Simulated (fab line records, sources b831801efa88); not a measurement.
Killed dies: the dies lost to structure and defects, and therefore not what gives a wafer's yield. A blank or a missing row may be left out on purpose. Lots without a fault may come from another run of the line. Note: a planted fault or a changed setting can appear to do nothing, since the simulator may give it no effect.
fab line records + flow sky130
[record]
- lots = 5
- wafers = 15
- last_day = 50
route steps=708 shown VIA1@475 METAL2@483
lots that met no fault: taken from a fault-free run of the same line
start_h: hours from the record's first day to the start of the lot's first wafer shown + wait_h: hours since the lot's step before + " repeats the value in the row above + L1.1+2: one row covering several wafers at once + - no value, or no start given + * or withheld: withheld + < > ~ a bound
route shown NAME@n: names a module that has steps shown in the file, with the first one's number in the route + usual: average and standard deviation across the fault-free wafers + same: alike in all rows + chamber/n: place in a boat + sites: the reading at each site + _std_site: standard deviation across them + _edge_site: the outer-site mean with the inner-site mean subtracted + radius_mm: how far each site lies from the wafer's centre + mask NAME#n: copy n + behind: the most recent tool/chamber to have shaped the wafer + hold: what put the lot on hold/how long, in hours/how the hold closed + device: transistor that didn't switch, given as n, p or np + end of line: the route-end tests of the same wafers + step lacking rows: just its recipe + killed: dies lost to structure and defects at the first sort, not the wafer's yield + map: shows each die of a wafer: x if killed, . if not, _ if none is there
set.NAME: the setting the step ran with; set.NAME@STEP: the setting that earlier step ran with + model.NAME: the simulator's own value behind a step, which no gauge read
lots at some steps of the route; a table a step, a row a wafer
services: when a tool's chamber went out of use (start_h, in hours from the record's first day, below 0 if earlier), for how many hours, and the reason
[[steps]]
[step SKY_VIA1_STRIP_17]
[recipe]
- chemistry = post_etch_residue_remover
- time_s = 1200
- temp_c = 72.5
[usual]
- temp_c = 72.48/0.13
| lot.wafer | tool         | chamber | start_h | wait_h | temp_c |
|-----------|--------------|---------|---------|--------|--------|
| L084.3    | wet_bench-03 | 2       | 863.75  | 0.0    | 72.50  |
| L084.5    | "            | 2       | "       | "      | 72.51  |
| L084.6    | "            | 2       | "       | "      | 72.41  |
| L085.1    | wet_bench-02 | 3       | 878.96  | 0.1    | 72.49  |
| L085.4    | "            | 3       | "       | "      | 72.50  |
| L085.6    | "            | 3       | "       | "      | 72.55  |
| L090.1    | wet_bench-01 | 2       | 896.07  | 0.1    | 72.14  |
| L090.2    | "            | 2       | "       | "      | 72.32  |
| L090.5    | "            | 2       | "       | "      | 72.16  |
| L095.1    | wet_bench-01 | 0       | 943.90  | 0.1    | 72.42  |
| L095.3    | "            | 0       | "       | "      | 72.54  |
| L095.5    | "            | 0       | "       | "      | 72.54  |
| L097.2    | wet_bench-03 | 3       | 946.66  | 0.1    | 72.46  |
| L097.4    | "            | 3       | "       | "      | 72.70  |
| L097.6    | "            | 3       | "       | "      | 72.50  |
[step SKY_VIA1_CLEAN_18]
[recipe]
- chemistry = IPA
- time_s = 180
- temp_c = 25
[usual]
- temp_c = 25.01/0.12
| lot.wafer | tool         | chamber | start_h | wait_h | temp_c |
|-----------|--------------|---------|---------|--------|--------|
| L084.3    | wet_bench-03 | 3       | 864.10  | 0.0    | 24.97  |
| L084.5    | "            | 3       | "       | "      | 24.77  |
| L084.6    | "            | 3       | "       | "      | 24.88  |
| L085.1    | wet_bench-01 | 0       | 879.64  | 0.0    | 24.98  |
| L085.4    | "            | 0       | "       | "      | 25.08  |
| L085.6    | "            | 0       | "       | "      | 25.12  |
| L090.1    | wet_bench-01 | 0       | 896.41  | 0.0    | 25.08  |
| L090.2    | "            | 0       | "       | "      | 25.16  |
| L090.5    | "            | 0       | "       | "      | 24.99  |
| L095.1    | wet_bench-02 | 1       | 944.28  | 0.0    | 24.85  |
| L095.3    | "            | 1       | "       | "      | 25.14  |
| L095.5    | "            | 1       | "       | "      | 24.98  |
| L097.2    | wet_bench-01 | 3       | 947.03  | 0.0    | 25.11  |
| L097.4    | "            | 3       | "       | "      | 25.10  |
| L097.6    | "            | 3       | "       | "      | 25.04  |
[step SKY_VIA1_CLEAN_19]
[recipe]
- chemistry = O3/DIW
- dry = n2_spin
| lot.wafer  | tool         | chamber | start_h | wait_h |
|------------|--------------|---------|---------|--------|
| L084.3+5+6 | wet_bench-03 | 2       | 864.25  | 0.1    |
| L085.1+4+6 | wet_bench-02 | 1       | 879.70  | 0.0    |
| L090.1+2+5 | wet_bench-01 | 2       | 896.47  | 0.0    |
| L095.1+3+5 | wet_bench-01 | 2       | 944.37  | 0.0    |
| L097.2+4+6 | wet_bench-02 | 2       | 947.09  | 0.0    |
[step SKY_VIA1_SPUTTER_20]
[recipe]
- material = TiN
- target_thk_nm = 20
- chamber_pressure_pa = 5
- power_w = 4000
- time_s = 80
[usual]
- cathode_dc_power_W = 3999.9/0.7
- chamber_pressure_pa = 5.000/0.0096
- throttle_valve_pct = 30.1/0.87
| lot.wafer | tool           | chamber | start_h | wait_h | cathode_dc_power_W | chamber_pressure_pa | throttle_valve_pct |
|-----------|----------------|---------|---------|--------|--------------------|---------------------|--------------------|
| L084.3    | pvd_sputter-04 | -       | 864.34  | 0.0    | 3999.4             | 5.035               | 30.5               |
| L084.5    | "              | -       | "       | "      | 3999.8             | 4.997               | 29.9               |
| L084.6    | "              | -       | "       | "      | 3999.7             | 5.019               | 29.2               |
| L085.1    | pvd_sputter-04 | -       | 879.89  | 0.0    | 4001.0             | 5.000               | 29.5               |
| L085.4    | "              | -       | "       | "      | 4000.7             | 4.996               | 30.4               |
| L085.6    | "              | -       | "       | "      | 3999.6             | 4.990               | 29.2               |
| L090.1    | pvd_sputter-03 | -       | 896.56  | 0.0    | 3999.5             | 5.010               | 28.2               |
| L090.2    | "              | -       | "       | "      | 3998.7             | 4.990               | 31.3               |
| L090.5    | "              | -       | "       | "      | 4000.6             | 4.992               | 31.3               |
| L095.1    | pvd_sputter-03 | -       | 944.47  | 0.0    | 3998.8             | 5.001               | 31.4               |
| L095.3    | "              | -       | "       | "      | 4000.5             | 5.007               | 28.2               |
| L095.5    | "              | -       | "       | "      | 4000.5             | 4.995               | 31.3               |
| L097.2    | pvd_sputter-01 | -       | 947.19  | 0.0    | 4000.0             | 4.989               | 29.7               |
| L097.4    | "              | -       | "       | "      | 3999.6             | 5.005               | 30.9               |
| L097.6    | "              | -       | "       | "      | 3999.7             | 5.002               | 30.2               |
[step SKY_VIA1_CVD_21]
[recipe]
- material = W
- target_thk_nm = 270
- time_s = 80.902
- temp_c = 400
- pressure_torr = 40
[usual]
- heater_power_w = 907/86
| lot.wafer | tool     | chamber | start_h | wait_h | heater_power_w |
|-----------|----------|---------|---------|--------|----------------|
| L084.3    | cvd_w-02 | 1       | 864.43  | 0.1    | 1008           |
| L084.5    | "        | 1       | "       | "      | 997            |
| L084.6    | "        | 0       | "       | "      | 879            |
| L085.1    | cvd_w-01 | 1       | 879.95  | 0.0    | 914            |
| L085.4    | "        | 0       | "       | "      | 770            |
| L085.6    | "        | 0       | "       | "      | 805            |
| L090.1    | cvd_w-01 | 1       | 896.62  | 0.0    | 911            |
| L090.2    | "        | 0       | "       | "      | 785            |
| L090.5    | "        | 1       | "       | "      | 913            |
| L095.1    | cvd_w-01 | 1       | 944.53  | 0.0    | 843            |
| L095.3    | "        | 1       | "       | "      | 845            |
| L095.5    | "        | 1       | "       | "      | 839            |
| L097.2    | cvd_w-01 | 1       | 947.25  | 0.0    | 852            |
| L097.4    | "        | 0       | "       | "      | 789            |
| L097.6    | "        | 1       | "       | "      | 839            |
[step SKY_VIA1_RS_MEAS_22]
[recipe]
- thk_meas_gauge = four-point-probe
- reads = W_of_VIA1_CVD_21+TiN_of_VIA1_SPUTTER_20
[usual]
- VIA1_W_RS = 0.428/0.0088
| lot.wafer | tool          | chamber | start_h | wait_h | VIA1_W_RS[ohm/sq] |
|-----------|---------------|---------|---------|--------|-------------------|
| L084.3    | film_metro-03 | -       | 864.53  | 0.1    | 0.438             |
| L084.5    | "             | -       | "       | "      | 0.443             |
| L084.6    | "             | -       | "       | "      | 0.417             |
| L085.1    | film_metro-04 | -       | 880.04  | 0.1    | 0.437             |
| L085.4    | "             | -       | "       | "      | 0.435             |
| L085.6    | "             | -       | "       | "      | 0.430             |
| L090.1    | film_metro-03 | -       | 896.71  | 0.1    | 0.439             |
| L090.2    | "             | -       | "       | "      | 0.438             |
| L090.5    | "             | -       | "       | "      | 0.437             |
| L095.1    | film_metro-03 | -       | 944.62  | 0.1    | 0.433             |
| L095.3    | "             | -       | "       | "      | 0.429             |
| L095.5    | "             | -       | "       | "      | 0.432             |
| L097.2    | film_metro-03 | -       | 947.37  | 0.1    | 0.425             |
| L097.4    | "             | -       | "       | "      | 0.433             |
| L097.6    | "             | -       | "       | "      | 0.428             |
[step SKY_VIA1_THK_MEAS_23]
[recipe]
- thk_meas_gauge = xrf
- reads = W_of_VIA1_CVD_21
[usual]
- VIA1_W_THK = 265/6
| lot.wafer | tool          | chamber | start_h | wait_h | VIA1_W_THK[nm] |
|-----------|---------------|---------|---------|--------|----------------|
| L084.3    | film_metro-03 | -       | 864.63  | 0.1    | 259            |
| L084.5    | "             | -       | "       | "      | 256            |
| L084.6    | "             | -       | "       | "      | 272            |
| L085.1    | film_metro-04 | -       | 880.16  | 0.1    | 260            |
| L085.4    | "             | -       | "       | "      | 260            |
| L085.6    | "             | -       | "       | "      | 265            |
| L090.1    | film_metro-03 | -       | 896.83  | 0.1    | 256            |
| L090.2    | "             | -       | "       | "      | 256            |
| L090.5    | "             | -       | "       | "      | 258            |
| L095.1    | film_metro-03 | -       | 944.74  | 0.1    | 259            |
| L095.3    | "             | -       | "       | "      | 261            |
| L095.5    | "             | -       | "       | "      | 261            |
| L097.2    | film_metro-03 | -       | 947.48  | 0.1    | 263            |
| L097.4    | "             | -       | "       | "      | 259            |
| L097.6    | "             | -       | "       | "      | 262            |
[step SKY_VIA1_CMP_24]
[recipe]
- stop_on = SiO2
- t_overpolish_s = 15
- down_force_psi = 3.5
- platen_rpm = 60
- target_thk_nm = 0
- pad_velocity_m_s = 0.94248
[usual]
- motor_current_A = 10.8/1.2
- overpolish_run_s = 15.000/0.0084
- time_to_endpoint_s = 66/4.9
| lot.wafer | tool   | chamber | start_h | wait_h | motor_current_A | overpolish_run_s | time_to_endpoint_s |
|-----------|--------|---------|---------|--------|-----------------|------------------|--------------------|
| L084.3    | cmp-01 | 2       | 864.77  | 0.1    | 12.4            | 14.991           | 61                 |
| L084.6    | "      | 2       | "       | "      | 12.5            | 15.008           | 65                 |
| L084.5    | "      | 3       | "       | "      | 10.5            | 15.008           | 57                 |
| L085.4    | cmp-01 | 2       | 880.22  | 0.0    | 12.0            | 15.005           | 61                 |
| L085.1    | "      | 3       | "       | "      | 9.9             | 15.004           | 59                 |
| L085.6    | "      | 3       | "       | "      | 10.5            | 15.000           | 63                 |
| L090.1    | cmp-01 | 0       | 896.89  | 0.1    | 12.7            | 14.989           | 64                 |
| L090.2    | "      | 2       | "       | "      | 12.3            | 15.003           | 60                 |
| L090.5    | "      | 0       | "       | "      | 12.6            | 15.014           | 65                 |
| L095.3    | cmp-02 | 2       | 944.80  | 0.0    | 11.0            | 14.996           | 78                 |
| L095.1    | "      | 1       | "       | "      | 8.6             | 14.992           | 63                 |
| L095.5    | "      | 3       | "       | "      | 10.6            | 14.992           | 63                 |
| L097.4    | cmp-02 | 0       | 947.53  | 0.0    | 9.9             | 14.995           | 69                 |
| L097.2    | "      | 1       | "       | "      | 8.3             | 14.999           | 61                 |
| L097.6    | "      | 0       | "       | "      | 10.4            | 15.003           | 72                 |
[step SKY_METAL2_SPUTTER_00]
[recipe]
- material = Ti
- target_thk_nm = 15
- power_w = 3000
- time_s = 10
- chamber_pressure_pa = 0.4
[usual]
- cathode_dc_power_W = 3000.0/0.54
- chamber_pressure_pa = 0.4000/0.00078
- throttle_valve_pct = 29.9/0.94
| lot.wafer | tool           | chamber | start_h | wait_h | cathode_dc_power_W | chamber_pressure_pa | throttle_valve_pct |
|-----------|----------------|---------|---------|--------|--------------------|---------------------|--------------------|
| L084.3    | pvd_sputter-03 | -       | 865.07  | 0.2    | 2999.3             | 0.4002              | 28.5               |
| L084.5    | "              | -       | "       | "      | 2999.8             | 0.3985              | 28.1               |
| L084.6    | "              | -       | "       | "      | 2999.5             | 0.3987              | 30.0               |
| L085.1    | pvd_sputter-02 | -       | 880.52  | 0.2    | 3000.1             | 0.4005              | 29.4               |
| L085.4    | "              | -       | "       | "      | 2999.7             | 0.3999              | 31.4               |
| L085.6    | "              | -       | "       | "      | 3000.5             | 0.4003              | 29.6               |
| L090.1    | pvd_sputter-02 | -       | 897.19  | 0.2    | 2998.8             | 0.3994              | 29.5               |
| L090.2    | "              | -       | "       | "      | 2999.2             | 0.3995              | 31.6               |
| L090.5    | "              | -       | "       | "      | 2998.9             | 0.3993              | 31.2               |
| L095.1    | pvd_sputter-04 | -       | 945.10  | 0.1    | 3000.6             | 0.4004              | 30.5               |
| L095.3    | "              | -       | "       | "      | 3000.8             | 0.4001              | 29.1               |
| L095.5    | "              | -       | "       | "      | 3001.2             | 0.4000              | 30.0               |
| L097.2    | pvd_sputter-02 | -       | 947.83  | 0.2    | 2999.4             | 0.3987              | 28.4               |
| L097.4    | "              | -       | "       | "      | 2999.8             | 0.3991              | 29.6               |
| L097.6    | "              | -       | "       | "      | 3000.3             | 0.4005              | 30.0               |
[step SKY_METAL2_SPUTTER_01]
[recipe]
- material = TiN
- target_thk_nm = 20
- power_w = 6500
- time_s = 16.7
- chamber_pressure_pa = 0.4
[usual]
- cathode_dc_power_W = 6500.1/1.1
- chamber_pressure_pa = 0.4000/0.00072
- throttle_valve_pct = 29.9/0.98
| lot.wafer | tool           | chamber | start_h | wait_h | cathode_dc_power_W | chamber_pressure_pa | throttle_valve_pct |
|-----------|----------------|---------|---------|--------|--------------------|---------------------|--------------------|
| L084.3    | pvd_sputter-03 | -       | 865.09  | 0.0    | 6499.6             | 0.4001              | 27.9               |
| L084.5    | "              | -       | "       | "      | 6500.8             | 0.3992              | 28.1               |
| L084.6    | "              | -       | "       | "      | 6500.6             | 0.3991              | 30.2               |
| L085.1    | pvd_sputter-02 | -       | 880.54  | 0.0    | 6500.2             | 0.4012              | 29.0               |
| L085.4    | "              | -       | "       | "      | 6498.6             | 0.4005              | 31.5               |
| L085.6    | "              | -       | "       | "      | 6500.3             | 0.4003              | 29.9               |
| L090.1    | pvd_sputter-02 | -       | 897.21  | 0.0    | 6499.8             | 0.4000              | 29.2               |
| L090.2    | "              | -       | "       | "      | 6498.3             | 0.4013              | 31.5               |
| L090.5    | "              | -       | "       | "      | 6500.8             | 0.4003              | 31.6               |
| L095.1    | pvd_sputter-04 | -       | 945.12  | 0.0    | 6501.6             | 0.3994              | 30.5               |
| L095.3    | "              | -       | "       | "      | 6500.2             | 0.3996              | 29.3               |
| L095.5    | "              | -       | "       | "      | 6500.4             | 0.3997              | 29.8               |
| L097.2    | pvd_sputter-02 | -       | 947.85  | 0.0    | 6500.2             | 0.3992              | 28.6               |
| L097.4    | "              | -       | "       | "      | 6501.1             | 0.4002              | 29.3               |
| L097.6    | "              | -       | "       | "      | 6499.7             | 0.3998              | 29.6               |
[step SKY_METAL2_SPUTTER_02]
[recipe]
- material = AlCu
- target_thk_nm = 250
- power_w = 10600
- time_s = 13.3
- chamber_pressure_pa = 0.4
[usual]
- cathode_dc_power_W = 10600/1.9
- chamber_pressure_pa = 0.4001/0.00084
- throttle_valve_pct = 29.8/0.94
| lot.wafer | tool           | chamber | start_h | wait_h | cathode_dc_power_W | chamber_pressure_pa | throttle_valve_pct |
|-----------|----------------|---------|---------|--------|--------------------|---------------------|--------------------|
| L084.3    | pvd_sputter-03 | -       | 865.12  | 0.0    | 10599              | 0.4014              | 28.2               |
| L084.5    | "              | -       | "       | "      | 10600              | 0.3999              | 27.9               |
| L084.6    | "              | -       | "       | "      | 10598              | 0.3991              | 30.0               |
| L085.1    | pvd_sputter-02 | -       | 880.57  | 0.0    | 10597              | 0.3985              | 29.2               |
| L085.4    | "              | -       | "       | "      | 10602              | 0.4005              | 31.4               |
| L085.6    | "              | -       | "       | "      | 10598              | 0.3998              | 29.4               |
| L090.1    | pvd_sputter-02 | -       | 897.24  | 0.0    | 10602              | 0.3995              | 29.2               |
| L090.2    | "              | -       | "       | "      | 10602              | 0.4000              | 31.5               |
| L090.5    | "              | -       | "       | "      | 10600              | 0.4006              | 31.5               |
| L095.1    | pvd_sputter-04 | -       | 945.15  | 0.0    | 10597              | 0.4000              | 30.5               |
| L095.3    | "              | -       | "       | "      | 10600              | 0.4006              | 29.6               |
| L095.5    | "              | -       | "       | "      | 10601              | 0.4004              | 29.8               |
| L097.2    | pvd_sputter-02 | -       | 947.87  | 0.0    | 10602              | 0.3998              | 28.4               |
| L097.4    | "              | -       | "       | "      | 10598              | 0.4007              | 29.0               |
| L097.6    | "              | -       | "       | "      | 10604              | 0.4005              | 29.7               |
[step SKY_METAL2_SPUTTER_03]
[recipe]
- material = Ti
- target_thk_nm = 5
- power_w = 3000
- time_s = 3.3
- chamber_pressure_pa = 0.4
[usual]
- cathode_dc_power_W = 2999.9/0.52
- chamber_pressure_pa = 0.4000/0.00078
- throttle_valve_pct = 29.9/0.94
| lot.wafer | tool           | chamber | start_h | wait_h | cathode_dc_power_W | chamber_pressure_pa | throttle_valve_pct |
|-----------|----------------|---------|---------|--------|--------------------|---------------------|--------------------|
| L084.3    | pvd_sputter-03 | -       | 865.14  | 0.0    | 2999.4             | 0.4011              | 28.3               |
| L084.5    | "              | -       | "       | "      | 3000.4             | 0.3998              | 28.1               |
| L084.6    | "              | -       | "       | "      | 2999.0             | 0.4012              | 29.9               |
| L085.1    | pvd_sputter-02 | -       | 880.59  | 0.0    | 3000.6             | 0.3995              | 29.4               |
| L085.4    | "              | -       | "       | "      | 2999.4             | 0.4000              | 31.5               |
| L085.6    | "              | -       | "       | "      | 3000.3             | 0.3991              | 30.0               |
| L090.1    | pvd_sputter-02 | -       | 897.26  | 0.0    | 2999.9             | 0.3997              | 29.3               |
| L090.2    | "              | -       | "       | "      | 2999.9             | 0.3993              | 31.3               |
| L090.5    | "              | -       | "       | "      | 2999.8             | 0.3998              | 31.4               |
| L095.1    | pvd_sputter-04 | -       | 945.17  | 0.0    | 2999.3             | 0.4007              | 30.3               |
| L095.3    | "              | -       | "       | "      | 3000.1             | 0.4002              | 29.7               |
| L095.5    | "              | -       | "       | "      | 3000.5             | 0.4004              | 29.9               |
| L097.2    | pvd_sputter-02 | -       | 947.90  | 0.0    | 2999.4             | 0.4017              | 28.4               |
| L097.4    | "              | -       | "       | "      | 3001.1             | 0.4006              | 29.2               |
| L097.6    | "              | -       | "       | "      | 2999.3             | 0.3982              | 29.8               |
[step SKY_METAL2_SPUTTER_04]
[recipe]
- material = TiN
- target_thk_nm = 70
- power_w = 6500
- time_s = 58.3
- chamber_pressure_pa = 0.4
[usual]
- cathode_dc_power_W = 6500.2/1.1
- chamber_pressure_pa = 0.3999/0.00082
- throttle_valve_pct = 29.9/0.95
| lot.wafer | tool           | chamber | start_h | wait_h | cathode_dc_power_W | chamber_pressure_pa | throttle_valve_pct |
|-----------|----------------|---------|---------|--------|--------------------|---------------------|--------------------|
| L084.3    | pvd_sputter-03 | -       | 865.16  | 0.0    | 6500.7             | 0.4001              | 28.0               |
| L084.5    | "              | -       | "       | "      | 6499.6             | 0.4002              | 28.3               |
| L084.6    | "              | -       | "       | "      | 6500.0             | 0.3998              | 29.9               |
| L085.1    | pvd_sputter-02 | -       | 880.61  | 0.0    | 6499.9             | 0.3996              | 29.3               |
| L085.4    | "              | -       | "       | "      | 6500.6             | 0.3986              | 31.6               |
| L085.6    | "              | -       | "       | "      | 6500.8             | 0.3996              | 30.0               |
| L090.1    | pvd_sputter-02 | -       | 897.28  | 0.0    | 6501.1             | 0.3996              | 29.5               |
| L090.2    | "              | -       | "       | "      | 6498.4             | 0.4016              | 31.6               |
| L090.5    | "              | -       | "       | "      | 6502.3             | 0.3999              | 31.4               |
| L095.1    | pvd_sputter-04 | -       | 945.19  | 0.0    | 6497.3             | 0.4005              | 30.3               |
| L095.3    | "              | -       | "       | "      | 6498.5             | 0.3983              | 29.4               |
| L095.5    | "              | -       | "       | "      | 6501.6             | 0.3994              | 29.5               |
| L097.2    | pvd_sputter-02 | -       | 947.92  | 0.0    | 6500.7             | 0.3999              | 28.5               |
| L097.4    | "              | -       | "       | "      | 6500.1             | 0.3998              | 29.5               |
| L097.6    | "              | -       | "       | "      | 6501.0             | 0.4003              | 29.6               |
[step SKY_METAL2_RS_MEAS_05]
[recipe]
- thk_meas_gauge = four-point-probe
- reads = TiN_of_METAL2_SPUTTER_04+Ti_of_METAL2_SPUTTER_03+AlCu_of_METAL2_SPUTTER_02+TiN_of_METAL2_SPUTTER_01+Ti_of_METAL2_SPUTTER_00
[usual]
- METAL2_ALCU_RS = 0.1269/0.0014
| lot.wafer | tool          | chamber | start_h | wait_h | METAL2_ALCU_RS[ohm/sq] |
|-----------|---------------|---------|---------|--------|------------------------|
| L084.3    | film_metro-02 | -       | 865.25  | 0.1    | 0.1272                 |
| L084.5    | "             | -       | "       | "      | 0.1280                 |
| L084.6    | "             | -       | "       | "      | 0.1282                 |
| L085.1    | film_metro-04 | -       | 880.66  | 0.0    | 0.1281                 |
| L085.4    | "             | -       | "       | "      | 0.1268                 |
| L085.6    | "             | -       | "       | "      | 0.1264                 |
| L090.1    | film_metro-02 | -       | 897.33  | 0.0    | 0.1263                 |
| L090.2    | "             | -       | "       | "      | 0.1259                 |
| L090.5    | "             | -       | "       | "      | 0.1256                 |
| L095.1    | film_metro-04 | -       | 945.24  | 0.0    | 0.1266                 |
| L095.3    | "             | -       | "       | "      | 0.1261                 |
| L095.5    | "             | -       | "       | "      | 0.1282                 |
| L097.2    | film_metro-03 | -       | 947.99  | 0.0    | 0.1277                 |
| L097.4    | "             | -       | "       | "      | 0.1270                 |
| L097.6    | "             | -       | "       | "      | 0.1282                 |
[step SKY_METAL2_THK_MEAS_06]
[recipe]
- thk_meas_gauge = xrf
- reads = AlCu_of_METAL2_SPUTTER_02
[usual]
- METAL2_ALCU_THK = 246/3.3
| lot.wafer | tool          | chamber | start_h | wait_h | METAL2_ALCU_THK[nm] |
|-----------|---------------|---------|---------|--------|---------------------|
| L084.3    | film_metro-02 | -       | 865.35  | 0.1    | 245                 |
| L084.5    | "             | -       | "       | "      | 244                 |
| L084.6    | "             | -       | "       | "      | 243                 |
| L085.1    | film_metro-04 | -       | 880.78  | 0.1    | 246                 |
| L085.4    | "             | -       | "       | "      | 250                 |
| L085.6    | "             | -       | "       | "      | 250                 |
| L090.1    | film_metro-02 | -       | 897.45  | 0.1    | 246                 |
| L090.2    | "             | -       | "       | "      | 246                 |
| L090.5    | "             | -       | "       | "      | 247                 |
| L095.1    | film_metro-04 | -       | 945.36  | 0.1    | 251                 |
| L095.3    | "             | -       | "       | "      | 253                 |
| L095.5    | "             | -       | "       | "      | 249                 |
| L097.2    | film_metro-03 | -       | 948.10  | 0.1    | 242                 |
| L097.4    | "             | -       | "       | "      | 246                 |
| L097.6    | "             | -       | "       | "      | 242                 |
[step SKY_METAL2_DEHYDRATE_07]
[recipe]
- temp_c = 200
- time_s = 60
| lot.wafer  | tool           | chamber | start_h | wait_h |
|------------|----------------|---------|---------|--------|
| L084.3+5+6 | litho_track-03 | 0       | 876.97  | 11.6   |
| L085.1+4+6 | litho_track-01 | 0       | 892.75  | 12.0   |
| L090.1+2+5 | litho_track-03 | 0       | 909.87  | 12.4   |
| L095.1+3+5 | litho_track-03 | 0       | 955.67  | 10.3   |
| L097.2+4+6 | litho_track-01 | 0       | 959.68  | 11.6   |
[step SKY_METAL2_HMDS_08]
[recipe]
- prime_time_s = 60
- prime_temp_c = 120
| lot.wafer  | tool           | chamber | start_h | wait_h |
|------------|----------------|---------|---------|--------|
| L084.3+5+6 | litho_track-03 | 0       | 877.12  | 0.1    |
| L085.1+4+6 | litho_track-01 | 0       | 892.90  | 0.1    |
| L090.1+2+5 | litho_track-03 | 0       | 910.02  | 0.1    |
| L095.1+3+5 | litho_track-03 | 0       | 955.82  | 0.1    |
| L097.2+4+6 | litho_track-01 | 0       | 959.83  | 0.1    |
[step SKY_METAL2_COAT_09]
[recipe]
- resist = BARC
- temp_c = withheld
- time_s = withheld
- spin_rpm = 3000
- resist_thk_nm = 60
| lot.wafer  | tool           | chamber | start_h | wait_h |
|------------|----------------|---------|---------|--------|
| L084.3+5+6 | litho_track-03 | 0       | 877.27  | 0.1    |
| L085.1+4+6 | litho_track-01 | 0       | 893.05  | 0.1    |
| L090.1+2+5 | litho_track-03 | 0       | 910.17  | 0.1    |
| L095.1+3+5 | litho_track-03 | 0       | 955.97  | 0.1    |
| L097.2+4+6 | litho_track-01 | 0       | 959.98  | 0.1    |
[step SKY_METAL2_COAT_10]
[recipe]
- resist = KrF-thick
- spin_rpm = 3000
- resist_thk_nm = 450
| lot.wafer  | tool           | chamber | start_h | wait_h |
|------------|----------------|---------|---------|--------|
| L084.3+5+6 | litho_track-03 | 0       | -       | -      |
| L085.1+4+6 | litho_track-01 | 0       | -       | -      |
| L090.1+2+5 | litho_track-03 | 0       | -       | -      |
| L095.1+3+5 | litho_track-03 | 0       | -       | -      |
| L097.2+4+6 | litho_track-01 | 0       | -       | -      |
[step SKY_METAL2_SOFTBAKE_11]
[recipe]
- temp_c = 100
- time_s = 90
- resist = KrF-thick
| lot.wafer  | tool           | chamber | start_h | wait_h |
|------------|----------------|---------|---------|--------|
| L084.3+5+6 | litho_track-03 | 0       | -       | -      |
| L085.1+4+6 | litho_track-01 | 0       | -       | -      |
| L090.1+2+5 | litho_track-03 | 0       | -       | -      |
| L095.1+3+5 | litho_track-03 | 0       | -       | -      |
| L097.2+4+6 | litho_track-01 | 0       | -       | -      |
[step SKY_METAL2_EXPOSE_12]
[recipe]
- mask_id = MM2
- na = 0.8
- source_shape = annular
- sigma_inner = 0.55
- sigma_outer = 0.85
- target_cd_nm = 140
- dose_mj = 28
| lot.wafer  | tool           | chamber | start_h | wait_h | mask  |
|------------|----------------|---------|---------|--------|-------|
| L084.3+5+6 | krf_scanner-01 | 0       | -       | -      | MM2#0 |
| L085.1+4+6 | krf_scanner-02 | 0       | -       | -      | MM2#0 |
| L090.1+2+5 | krf_scanner-01 | 0       | -       | -      | MM2#0 |
| L095.1+3+5 | krf_scanner-01 | 0       | -       | -      | MM2#0 |
| L097.2+4+6 | krf_scanner-01 | 0       | -       | -      | MM2#0 |
[[services]]
| tool           | chamber | start_h | hours | kind        |
|----------------|---------|---------|-------|-------------|
| cmp-01         | -       | 844.00  | 0.2   | repair      |
| krf_scanner-02 | -       | 844.24  | 2.0   | repair      |
| krf_scanner-02 | -       | 848.53  | 4.4   | pm          |
| cmp-02         | -       | 849.99  | 1.4   | repair      |
| cmp-02         | -       | 855.26  | 1.8   | repair      |
| pvd_sputter-02 | -       | 861.77  | 9.4   | repair      |
| krf_scanner-01 | -       | 863.81  | 0.8   | pm          |
| krf_scanner-01 | -       | 870.71  | 1.3   | pm          |
| cmp-02         | -       | 877.77  | 1.3   | repair      |
| krf_scanner-02 | -       | 880.41  | 0.8   | pm          |
| wet_bench-01   | -       | 897.77  | 1.8   | repair      |
| cvd_w-01       | -       | 904.00  | 14.0  | pm          |
| cvd_w-01       | 0       | 904.00  | 14.0  | vent_cycle  |
| cvd_w-01       | 1       | 904.00  | 14.0  | vent_cycle  |
| krf_scanner-01 | 0       | 907.73  | -     | calibration |
| cmp-02         | -       | 912.00  | 4.0   | pm          |
| cvd_w-02       | -       | 913.86  | 0.3   | repair      |
| cvd_w-01       | 0       | 918.00  | -     | clean       |
| cvd_w-01       | 1       | 918.00  | -     | clean       |
| krf_scanner-02 | -       | 921.91  | 1.3   | pm          |
| pvd_sputter-02 | -       | 937.08  | 8.5   | repair      |
| krf_scanner-02 | -       | 941.17  | 1.0   | pm          |
| cvd_w-02       | -       | 947.31  | 6.0   | pm          |
| cmp-02         | -       | 956.47  | 1.6   | repair      |
[[key]]
fault none
